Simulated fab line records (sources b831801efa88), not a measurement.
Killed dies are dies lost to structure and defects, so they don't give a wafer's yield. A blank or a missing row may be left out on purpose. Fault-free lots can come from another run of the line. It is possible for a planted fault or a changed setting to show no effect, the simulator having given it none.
A struck lot beside a sound one + flow sky130 + 17 steps out of a route of 708
Sound: these wafers, L978.1, L978.2, L978.4. Struck: wafer L994.2. (L994.3 of the same lot was not struck and is left out.) The cause comes at the end.
For every step that has rows: the tool of each side, followed by ch and its chambers, followed by its first start. Under that, the readings that differ: sound wafers + struck wafers + difference of the means + sigmas: that difference in standard deviations of wafers without a fault.
alike: words and numbers the same on both sides, and readings whose means are apart by under 2 such deviations; not compared: readings that were withheld, readings missing a value for some wafer, numbers with overlapping values and no deviation given by the record, and bounds like >300 which may hide the same value.
A row with sigmas, a row that says differs or no value, or rows on one side alone: a step with any of these is where the two part. Numbers that don't overlap but have no deviation are shown without sigmas and don't part them. Lack of a reading on every wafer of one side parts them only where that side has two or more wafers.

SKY_LI_CONTACT_CMP_02: polishes PSG.
  sound on cmp-02 ch 0,1,2, day 28 05:31; struck on cmp-02 ch 2, day 33 14:47
| reading                | sound          | struck | difference | sigmas |
|------------------------|----------------|--------|------------|--------|
| time to endpoint s (s) | 30.4 29.2 30.2 | 35.1   | +5.2       | +2     |
  alike: motor current A, retaining ring pressure frac
SKY_LI_CONTACT_BOW_MEAS_03:
  sound on film metro-03 at day 28 05:49; struck on film metro-02 at day 33 15:07
  alike: LI_CONTACT_BOW
then, 8 steps without rows for these wafers: SKY_LI_CONTACT_DEHYDRATE_04 (time 60 s); SKY_LI_CONTACT_HMDS_05 (prime time 60 s); SKY_LI_CONTACT_COAT_06 (resist thk 60 nm); SKY_LI_CONTACT_COAT_07 (resist thk 450 nm); SKY_LI_CONTACT_SOFTBAKE_08 (time 90 s); SKY_LI_CONTACT_EXPOSE_09 (exposes mask LICM1, target cd 170 nm); SKY_LI_CONTACT_PEB_10; SKY_LI_CONTACT_DEVELOP_11 (develop time 60 s).
SKY_LI_CONTACT_CD_MEAS_12: the cd target is 170 nm.
  sound on cd sem-02 at day 29 10:01; struck on cd sem-01 at day 34 15:41
  alike: cd nm
SKY_LI_CONTACT_OVL_MEAS_13:
  sound on overlay-01 at day 29 10:08; struck on overlay-01 at day 34 15:47
  alike: LI_CONTACT_OVL
SKY_LI_CONTACT_ETCH_14: etches BARC in N2/H2, stops on SiO2, time 45.9 s, target depth 60 nm.
  sound on rie diel-04 ch 0,1,2, day 29 10:10; struck on rie diel-02 ch 1, day 34 15:49
| reading                                           | sound                | struck | difference | sigmas |
|---------------------------------------------------|----------------------|--------|------------|--------|
| oes product au (a.u.)                             | 0.854 0.853 0.856    | 0.670  | -0.184     | -36    |
| run length s (s)                                  | 74.3 74.5 74.4       | 103.1  | +28.7      | +64    |
| throttle valve pct (%)                            | 13.231 13.231 13.232 | 13.199 | -0.032     | -4     |
| model.KrF-thick_of_LI_CONTACT_COAT_07.thk nm (nm) | 391.2 391.1 390.6    | 366.7  | -24.3      |        |
| model.LI_CONTACT.cd nm (nm)                       | 170 171.9 167.5      | 175    | +5         |        |
| model.SiO2_of_SONOS_ONO_CVD_04.thk nm (nm)        | 4.242 4.264 4.313    | 2.891  | -1.382     |        |
  alike: drypump motor current A, h2 flow sccm
  not compared: rf hours counter h
SKY_LI_CONTACT_ETCH_15: etches PSG in C4F8/O2/Ar, stops on Si, target depth 600 nm.
  sound on rie diel-04 ch 0,1,2, day 29 10:13; struck on rie diel-02 ch 1, day 34 15:52
| reading                                           | sound           | struck | difference | sigmas |
|---------------------------------------------------|-----------------|--------|------------|--------|
| model.KrF-thick_of_LI_CONTACT_COAT_07.thk nm (nm) | 231.4 227 231.6 | 204.3  | -25.7      |        |
| model.LI_CONTACT.cd nm (nm)                       | 170 172.1 166.8 | 176.1  | +6.5       |        |
  alike: oes product au
SKY_LI_CONTACT_STRIP_16: strips in O2/N2.
  sound on plasma asher-04 ch 0,1, day 29 10:17; struck on plasma asher-04 ch 1, day 34 15:57
| reading                      | sound             | struck | difference | sigmas |
|------------------------------|-------------------|--------|------------|--------|
| oes product au (a.u.)        | 0.373 0.375 0.379 | 0.357  | -0.019     | -4     |
| strip time to endpoint s (s) | 3.50 3.44 3.51    | 3.22   | -0.26      | -6     |
  alike: drypump motor current A
  not compared: rf hours counter h
then, 1 step without rows for these wafers: SKY_LI_CONTACT_CLEAN_17 (cleans in NMP, time 600 s).
-- here the record skips 15 days between the struck wafers' starts before and after, leaving off in module LI_CONTACT and picking up in module PAD_OPEN (first step shown: number 708 of the route) --
SKY_PAD_OPEN_PROBE_99:
  sound on prober-02 at day 46 01:33; struck on prober-01 at day 49 17:54
| reading                        | sound             | struck | difference | sigmas |
|--------------------------------|-------------------|--------|------------|--------|
| model.etest.licon ndiff.rc ohm | 187.2 175.3 187.8 | 168.1  | -15.3      |        |
| model.etest.licon poly.rc ohm  | 152.7 149.1 159.2 | 143.2  | -10.5      |        |
  alike: killed_at_M0_to_M3, killed_at_M4_up, killed at contacts, killed at front end, killed at other, killed dies, killed open, killed short
  not compared: model.etest.licon pdiff.rc ohm

WHERE THEY PART
At SKY_LI_CONTACT_CMP_02 first; at SKY_LI_CONTACT_STRIP_16 last (within this record only). Later steps at which nothing parts them and some readings are alike: SKY_PAD_OPEN_PROBE_99.

WHY: the cause the simulator had injected
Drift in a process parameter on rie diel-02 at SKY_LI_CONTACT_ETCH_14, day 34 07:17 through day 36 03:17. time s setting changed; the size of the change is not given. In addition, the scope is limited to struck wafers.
